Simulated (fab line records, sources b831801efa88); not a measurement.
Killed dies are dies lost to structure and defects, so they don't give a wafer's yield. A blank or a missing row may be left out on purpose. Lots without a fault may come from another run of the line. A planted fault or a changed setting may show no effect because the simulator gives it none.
Which tool did it? | flow sky130 | 11 lots, 33 wafers sampled, at 5 steps of a route of 708

WHAT THE GAUGES READ, wafer by wafer
SKY_FIELD_ISO_CD_MEAS_13: target cd 150 nm.
lot  | measured    | on        | cd_nm (nm)
L405 | day 2 06:53 | cd_sem-01 | 149.4 149.7 150.3
L408 | day 2 20:10 | cd_sem-01 | 149.7 148.4 149.6
L411 | day 3 12:15 | cd_sem-01 | 150.8 152.1 153.0
L415 | day 4 08:58 | cd_sem-01 | 149.4 150.7 149.8
L416 | day 4 13:34 | cd_sem-01 | 135.2 136.2 139.0 135.7 136.2 138.9
L420 | day 5 10:45 | cd_sem-02 | 139.6 139.2 138.5 140.0 139.2 138.5
L421 | day 5 16:07 | cd_sem-01 | 139.8 140.3 141.5 139.5 140.5 141.7
L422 | day 5 22:07 | cd_sem-02 | 152.3 152.0 151.3
L425 | day 7 13:26 | cd_sem-02 | 149.4 148.4 148.5
L426 | day 7 14:00 | cd_sem-02 | 149.4 148.9 149.5
L428 | day 7 14:17 | cd_sem-02 | 152.0 150.8 150.8

SKY_NWELL_OVL_MEAS_23.
lot  | measured     | on         | NWELL_01_OVL (nm)
L405 | day 5 12:30  | overlay-02 | -2.8 0.8 -0.4
L408 | day 5 22:13  | overlay-01 | -0.3 1.3 -0.5
L411 | day 6 14:08  | overlay-01 | -0.7 0.7 0.1
L415 | day 7 15:02  | overlay-01 | 1.5 1.1 0.0
L416 | day 7 21:26  | overlay-01 | 1.3 -1.3 1.2
L420 | day 8 18:34  | overlay-01 | 0.7 0.1 1.1
L421 | day 9 00:02  | overlay-01 | -3.1 -2.3 -0.2
L422 | day 9 10:23  | overlay-02 | -3.1 -0.6 -1.8
L425 | day 11 13:20 | overlay-02 | 0.0 -0.9 -1.7
L426 | day 11 13:58 | overlay-02 | -1.7 -1.7 -0.5
L428 | day 11 12:58 | overlay-01 | 0.6 -1.6 -3.0

WHICH TOOL RAN EACH LOT (tool, then ch and the chambers of the sampled wafers, then the start)
lot  | SKY_FIELD_ISO_EXPOSE_10          | SKY_DNWELL_STRIP_08                 | SKY_PWDE_STRIP_09
L405 | krf_scanner-01 ch 0, day 1 23:27 | plasma_asher-03 ch 0,1, day 3 07:53 | plasma_asher-01 ch 0,1, day 4 00:01
L408 | krf_scanner-02 ch 0, day 2 13:02 | plasma_asher-01 ch 0,1, day 3 18:13 | plasma_asher-03 ch 0,1, day 4 10:31
L411 | krf_scanner-02 ch 0, day 3 04:46 | plasma_asher-01 ch 0,1, day 4 10:05 | plasma_asher-03 ch 0,1, day 5 03:44
L415 | krf_scanner-01 ch 0, day 4 00:29 | plasma_asher-01 ch 0,1, day 5 09:29 | plasma_asher-03 ch 0,1, day 6 03:19
L416 | krf_scanner-01 ch 0, day 4 05:29 | plasma_asher-02 ch 0,1, day 5 16:55 | plasma_asher-03 ch 0,1, day 6 09:49
L420 | krf_scanner-01 ch 0, day 5 01:47 | plasma_asher-02 ch 0,1, day 6 09:40 | plasma_asher-04 ch 0, day 7 01:04
L421 | krf_scanner-01 ch 0, day 5 06:32 | plasma_asher-02 ch 0,1, day 6 13:56 | plasma_asher-04 ch 0,1, day 7 07:55
L422 | krf_scanner-02 ch 0, day 5 14:06 | plasma_asher-03 ch 0,1, day 6 20:11 | plasma_asher-04 ch 0,1, day 7 16:38
L425 | krf_scanner-02 ch 0, day 7 03:10 | plasma_asher-02 ch 0,1, day 8 18:25 | plasma_asher-03 ch 0,1, day 9 15:45
L426 | krf_scanner-02 ch 0, day 7 04:07 | plasma_asher-01 ch 0,1, day 8 18:27 | plasma_asher-04 ch 0,1, day 9 15:55
L428 | krf_scanner-02 ch 0, day 7 04:14 | plasma_asher-03 ch 0,1, day 8 18:06 | plasma_asher-01 ch 0,1, day 9 15:34
- SKY_FIELD_ISO_EXPOSE_10: exposes mask FOM, target cd 150 nm.
- SKY_DNWELL_STRIP_08: strips in O2/N2.
- SKY_PWDE_STRIP_09: strips in O2/N2.

WHAT THE TOOLS THEMSELVES READ (means of the sampled wafers that have a number; where no wafer has one, the mark that the record gives instead)
SKY_FIELD_ISO_EXPOSE_10.
lot  | tool           | exposure_dose_mJ_cm2
L405 | krf_scanner-01 | 28.04
L408 | krf_scanner-02 | 27.96
L411 | krf_scanner-02 | 27.94
L415 | krf_scanner-01 | 28.03
L416 | krf_scanner-01 | 29.97
L420 | krf_scanner-01 | 29.59
L421 | krf_scanner-01 | 29.57
L422 | krf_scanner-02 | 27.99
L425 | krf_scanner-02 | 27.97
L426 | krf_scanner-02 | 27.98
L428 | krf_scanner-02 | 27.97

SKY_DNWELL_STRIP_08.
lot  | tool            | chamber_pressure_mTorr (mTorr) | drypump_motor_current_A (A) | oes_product_au (a.u.) | strip_time_to_endpoint_s (s)
L405 | plasma_asher-03 | 1499.4                         | 6.2                         | 0.725                 | 37.04
L408 | plasma_asher-01 | 1501.8                         | 6.0                         | 0.721                 | 36.94
L411 | plasma_asher-01 | 1500.3                         | 6.3                         | 0.725                 | 36.78
L415 | plasma_asher-01 | 1499.9                         | 6.0                         | 0.723                 | 36.77
L416 | plasma_asher-02 | 1498.9                         | 6.1                         | 0.723                 | 36.87
L420 | plasma_asher-02 | 1499.3                         | 5.6                         | 0.721                 | 37.05
L421 | plasma_asher-02 | 1499.8                         | 5.7                         | 0.722                 | 36.97
L422 | plasma_asher-03 | 1499.6                         | 5.9                         | 0.724                 | 36.80
L425 | plasma_asher-02 | 1500.4                         | 6.1                         | 0.725                 | 37.07
L426 | plasma_asher-01 | 1498.8                         | 6.0                         | 0.720                 | 36.95
L428 | plasma_asher-03 | 1501.0                         | 5.9                         | 0.722                 | 36.94

SKY_PWDE_STRIP_09.
lot  | tool            | chamber_pressure_mTorr (mTorr) | drypump_motor_current_A (A) | oes_product_au (a.u.) | strip_time_to_endpoint_s (s)
L405 | plasma_asher-01 | 1500.3                         | 6.3                         | 0.720                 | 36.95
L408 | plasma_asher-03 | 1498.9                         | 6.3                         | 0.723                 | 36.85
L411 | plasma_asher-03 | 1499.7                         | 5.9                         | 0.724                 | 36.86
L415 | plasma_asher-03 | 1498.8                         | 5.9                         | 0.725                 | 36.88
L416 | plasma_asher-03 | 1499.3                         | 6.3                         | 0.721                 | 36.95
L420 | plasma_asher-04 | 1500.8                         | 6.5                         | 0.724                 | 36.93
L421 | plasma_asher-04 | 1499.1                         | 6.1                         | 0.719                 | 36.94
L422 | plasma_asher-04 | 1500.5                         | 6.1                         | 0.716                 | 36.99
L425 | plasma_asher-03 | 1500.0                         | 5.9                         | 0.723                 | 36.88
L426 | plasma_asher-04 | 1498.7                         | 5.7                         | 0.721                 | 36.91
L428 | plasma_asher-01 | 1500.7                         | 6.3                         | 0.725                 | 36.93

THE ANSWER, worked out from the rows above alone
Rule: what is usual is taken from the lots themselves. Put in order of their means at a reading, lots are off if they are a third of the lots or fewer, leave a main group of 4 or more, and stand apart from it by a gap of 3 or more times the standard deviation of the main group's means; of several such gaps the widest counts. A main group whose means are all the same, to the digits that the tables above print for the reading, isn't used. A lot without any number at a reading at which 4 lots or more have one is off too. The other lots that the step has rows for count as sound. The gauges are gone through in route order, then the tools' own readings, and for those a lot's mean is taken as printed above. The first step at which some lot is off is used, and at that step the reading that is off furthest; a lot without a number counts as furthest.
Off: L416, L420, L421, at SKY_FIELD_ISO_CD_MEAS_13 (cd_nm). The main group: mean 150.3 nm, standard deviation 1.2.
A tool fits if, at a process step before that reading, it ran every lot that is off, and no sound lot after the first of them. The gauges at SKY_FIELD_ISO_CD_MEAS_13 aren't tried: what is off there is off at SKY_FIELD_ISO_EXPOSE_10 too, on other tools, and a gauge's error can't cause that. One fits: krf_scanner-01 at SKY_FIELD_ISO_EXPOSE_10. Its last sound lot is L415 (day 4 00:29), its first lot that is off L416 (day 4 05:29): a fault that began between those two fits.
The tool's own readings at SKY_FIELD_ISO_EXPOSE_10 bear it out: on the lots that are off they differ by more than 5 times the standard deviation of the sound lots' means. exposure_dose_mJ_cm2 reads 29.71 there against 27.98 on the sound lots.

WHAT THE SIMULATOR HAD PUT IN
Process parameter drift: krf_scanner-01, from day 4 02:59 on, at SKY_FIELD_ISO_EXPOSE_10. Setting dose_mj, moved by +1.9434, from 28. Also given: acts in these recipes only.
Lots struck among those shown: L416, L420, L421. The rule above found the same.
